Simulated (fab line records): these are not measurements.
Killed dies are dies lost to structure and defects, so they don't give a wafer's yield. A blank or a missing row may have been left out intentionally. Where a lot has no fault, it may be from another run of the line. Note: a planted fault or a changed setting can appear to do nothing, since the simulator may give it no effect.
Which tool is to blame? | flow sky130 | 17 wafers from 6 lots sampled at 2 of the route's 708 steps

WHAT THE GAUGES READ, wafer by wafer
SKY_VIA4_THK_MEAS_01.
lot  | measured     | on            | VIA4_HDPCVD_THK (nm)
L844 | day 42 11:36 | film_metro-03 | 1741 1726 1750
L847 | day 43 08:35 | film_metro-01 | 1738 1721 1729
L846 | day 43 11:13 | film_metro-04 | 1761 1730 1730
L850 | day 45 02:46 | film_metro-03 | 1890 1901 1891 1903
L859 | day 46 15:05 | film_metro-03 | 1734 1750 1751
L861 | day 47 00:16 | film_metro-04 | 1734 1718 1718

WHAT TOOL EACH LOT RAN ON (gives the tool, then ch and the chambers of the sampled wafers, and finally the start)
lot  | SKY_VIA4_HDPCVD_00
L844 | hdpcvd-01 ch 1,2, day 42 11:24
L847 | hdpcvd-02 ch 0,1,2, day 43 08:25
L846 | hdpcvd-02 ch 0,1, day 43 11:02
L850 | hdpcvd-02 ch 1, day 45 02:34
L859 | hdpcvd-01 ch 0,2, day 46 14:55
L861 | hdpcvd-01 ch 0,1, day 47 00:04
- SKY_VIA4_HDPCVD_00: deposits SiO2, target thk 1750 nm, time 291.7 s.

THE ANSWER, worked out from the rows above alone
Rule: the lots themselves supply what counts as usual. Put in order of their means at a reading, lots are off if they are a third of the lots or fewer, leave a main group of 4 or more, and stand apart from it by a gap of 3 or more times the standard deviation of the main group's means; of several such gaps the widest counts. If all means in a main group match to the digits the tables above print for the reading, that group is not used. Also off: a lot with no number at a reading for which 4 or more lots have one. Any other lot the step has rows for is counted as sound.
Off: at SKY_VIA4_THK_MEAS_01 (VIA4_HDPCVD_THK), L850. Main group: mean 1735 nm, sd 7.9.
If a tool, at a process step before that reading, ran all the lots that are off and no sound lot after the first of them, it fits. Those tools and the gauges at SKY_VIA4_THK_MEAS_01 are tried in the same way. One fits: SKY_VIA4_HDPCVD_00 on hdpcvd-02. Its last sound lot is L846 (day 43 11:02), its first lot that is off L850 (day 45 02:34): a fault that began between those two fits.

WHAT THE SIMULATOR PUT IN
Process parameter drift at SKY_VIA4_HDPCVD_00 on hdpcvd-02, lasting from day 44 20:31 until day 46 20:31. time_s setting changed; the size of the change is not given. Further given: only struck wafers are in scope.
Lots struck among those shown: L850. The same result came from the rule above.
